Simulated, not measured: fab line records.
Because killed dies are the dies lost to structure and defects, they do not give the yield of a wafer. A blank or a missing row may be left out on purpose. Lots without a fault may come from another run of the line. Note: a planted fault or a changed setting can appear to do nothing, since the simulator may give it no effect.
Which tool did it? | flow gf180mcu | 14 lots with 42 wafers sampled at 4 steps, on a route of 602 steps

WHAT THE GAUGES SHOWED, per wafer
The record lacks any reading of a measuring or inspecting step that a usual standard deviation could be used to judge.

TOOL THAT RAN EACH LOT (tool first, then ch and the chambers of the sampled wafers, then the start)
lot  | GF_STI_ETCH_14                 | GF_VT_IMPLANT_IMPLANT_19        | GF_M1_SPUTTER_01            | GF_M1_SPUTTER_03
L604 | rieSi-02 ch 0,2,3, day 2 01:25 | implanter-02 ch 0, day 6 10:08  | pvdSputter-04, day 16 09:16 | pvdSputter-04, day 16 09:20
L605 | rieSi-01 ch 0,1, day 2 07:51   | implanter-01 ch 0, day 6 22:38  | pvdSputter-04, day 17 01:32 | pvdSputter-04, day 17 01:36
L607 | rieSi-02 ch 0,3, day 2 16:31   | implanter-01 ch 0, day 7 07:02  | pvdSputter-03, day 17 10:19 | pvdSputter-03, day 17 10:22
L608 | rieSi-01 ch 0,1,2, day 3 01:30 | implanter-01 ch 0, day 7 11:22  | pvdSputter-01, day 17 19:20 | pvdSputter-01, day 17 19:24
L609 | rieSi-02 ch 1,2, day 3 05:01   | implanter-03 ch 0, day 7 16:49  | pvdSputter-04, day 18 03:05 | pvdSputter-04, day 18 03:09
L612 | rieSi-01 ch 0,2,3, day 3 19:51 | implanter-03 ch 0, day 8 10:36  | pvdSputter-03, day 19 11:25 | pvdSputter-03, day 19 11:28
L616 | rieSi-02 ch 0,1,3, day 4 15:00 | implanter-03 ch 0, day 9 09:07  | pvdSputter-04, day 20 14:12 | pvdSputter-04, day 20 14:16
L620 | rieSi-01 ch 1,2,3, day 5 13:10 | implanter-02 ch 0, day 10 12:35 | pvdSputter-03, day 22 02:25 | pvdSputter-03, day 22 02:28
L622 | rieSi-01 ch 0,1,2, day 5 21:38 | implanter-02 ch 0, day 11 00:30 | pvdSputter-04, day 22 19:27 | pvdSputter-04, day 22 19:31
L623 | rieSi-02 ch 0,2, day 6 03:43   | implanter-02 ch 0, day 11 05:21 | pvdSputter-01, day 23 00:59 | pvdSputter-01, day 23 01:02
L624 | rieSi-02 ch 0,1, day 6 09:07   | implanter-02 ch 0, day 11 11:55 | pvdSputter-03, day 23 06:08 | pvdSputter-03, day 23 06:11
L625 | rieSi-02 ch 1,2,3, day 6 13:46 | implanter-03 ch 0, day 11 19:00 | pvdSputter-04, day 23 16:07 | pvdSputter-04, day 23 16:11
L626 | rieSi-02 ch 1,2, day 6 19:04   | implanter-01 ch 0, day 12 00:17 | pvdSputter-04, day 23 20:48 | pvdSputter-04, day 23 20:52
L627 | rieSi-01 ch 0,2,3, day 7 00:13 | implanter-02 ch 0, day 12 05:28 | pvdSputter-01, day 24 03:37 | pvdSputter-01, day 24 03:40
- GF_STI_ETCH_14: etches Si in HBr/Cl2/O2, target depth 360 nm, time 102.9 s.
- GF_VT_IMPLANT_IMPLANT_19
- GF_M1_SPUTTER_01: material TiN, target thk 30 nm, time 25 s.
- GF_M1_SPUTTER_03: material Ti, target thk 10 nm, time 6.7 s.

WHAT THE TOOLS THEMSELVES READ (means of the sampled wafers that have a number; where no wafer has one, the mark that the record gives instead)
GF_STI_ETCH_14.
lot  | tool     | chamberPressureMTorr (mTorr) | drypumpMotorCurrentA (A) | oesProductAu (a.u.) | throttleValvePct (%)
L604 | rieSi-02 | 15.008                       | 5.6                      | 1.004               | 25.646
L605 | rieSi-01 | 15.009                       | 5.8                      | 1.002               | 25.665
L607 | rieSi-02 | 14.994                       | 5.6                      | 1.021               | 25.639
L608 | rieSi-01 | 15.011                       | 5.6                      | 0.996               | 25.656
L609 | rieSi-02 | 14.989                       | 5.7                      | 0.975               | 25.672
L612 | rieSi-01 | 14.999                       | 5.4                      | 1.009               | 25.662
L616 | rieSi-02 | 15.001                       | 5.7                      | 1.006               | 25.657
L620 | rieSi-01 | 15.013                       | 5.3                      | 0.995               | 25.669
L622 | rieSi-01 | 15.008                       | 5.6                      | 1.006               | 25.661
L623 | rieSi-02 | 14.990                       | 5.3                      | 1.000               | 25.663
L624 | rieSi-02 | 15.006                       | 5.4                      | 1.016               | 25.656
L625 | rieSi-02 | 15.019                       | 5.8                      | 0.989               | 25.662
L626 | rieSi-02 | 14.992                       | 5.7                      | 0.984               | 25.665
L627 | rieSi-01 | 14.999                       | 5.4                      | 1.011               | 25.651

GF_VT_IMPLANT_IMPLANT_19.
lot  | tool         | beamEnergyKeV | tiltDeg (degrees)
L604 | implanter-02 | 100.01        | 6.992
L605 | implanter-01 | 100.01        | 6.975
L607 | implanter-01 | 99.99         | 6.967
L608 | implanter-01 | 100.04        | 7.003
L609 | implanter-03 | 100.00        | 6.988
L612 | implanter-03 | 97.75         | 7.016
L616 | implanter-03 | 97.75         | 7.013
L620 | implanter-02 | 100.03        | 6.989
L622 | implanter-02 | 99.98         | 7.019
L623 | implanter-02 | 99.98         | 7.026
L624 | implanter-02 | 100.00        | 6.996
L625 | implanter-03 | 100.01        | 7.022
L626 | implanter-01 | 100.05        | 6.981
L627 | implanter-02 | 100.02        | 6.991

GF_M1_SPUTTER_01.
lot  | tool          | throttleValvePct (%)
L604 | pvdSputter-04 | 30.2
L605 | pvdSputter-04 | 30.1
L607 | pvdSputter-03 | 30.6
L608 | pvdSputter-01 | 28.7
L609 | pvdSputter-04 | 30.1
L612 | pvdSputter-03 | 29.4
L616 | pvdSputter-04 | 30.1
L620 | pvdSputter-03 | 29.8
L622 | pvdSputter-04 | 30.2
L623 | pvdSputter-01 | 29.4
L624 | pvdSputter-03 | 30.2
L625 | pvdSputter-04 | 30.1
L626 | pvdSputter-04 | 30.3
L627 | pvdSputter-01 | 29.8

GF_M1_SPUTTER_03.
lot  | tool          | throttleValvePct (%)
L604 | pvdSputter-04 | 30.3
L605 | pvdSputter-04 | 30.0
L607 | pvdSputter-03 | 30.6
L608 | pvdSputter-01 | 28.9
L609 | pvdSputter-04 | 30.0
L612 | pvdSputter-03 | 29.4
L616 | pvdSputter-04 | 30.0
L620 | pvdSputter-03 | 29.7
L622 | pvdSputter-04 | 30.0
L623 | pvdSputter-01 | 29.3
L624 | pvdSputter-03 | 30.1
L625 | pvdSputter-04 | 30.3
L626 | pvdSputter-04 | 30.3
L627 | pvdSputter-01 | 29.7

THE ANSWER, worked out from the rows above alone
Rule: what is usual is taken from the lots themselves. Put in order of their means at a reading, lots are off if they are a third of the lots or fewer, leave a main group of 4 or more, and stand apart from it by a gap of 3 or more times the standard deviation of the main group's means; of several such gaps the widest counts. Not used: any main group whose means are identical at the precision the tables above print for the reading. Also off: a lot with no number at a reading for which 4 or more lots have one. Any other lot the step has rows for is counted as sound. Order of review: gauges by route order, followed by the tools' own readings, for which a lot's mean as printed above is used. The first step at which some lot is off is used, and at that step the reading that is off furthest; a lot without a number counts as furthest.
Off: L612, L616, at GF_VT_IMPLANT_IMPLANT_19 (beamEnergyKeV). The main group has a mean of 100.01 with a standard deviation of 0.021.
A tool fits if, at that step or a process step before it, it ran every lot that is off, and no sound lot after the first of them. None of those tried fits.

WHAT THE SIMULATOR HAD INSERTED
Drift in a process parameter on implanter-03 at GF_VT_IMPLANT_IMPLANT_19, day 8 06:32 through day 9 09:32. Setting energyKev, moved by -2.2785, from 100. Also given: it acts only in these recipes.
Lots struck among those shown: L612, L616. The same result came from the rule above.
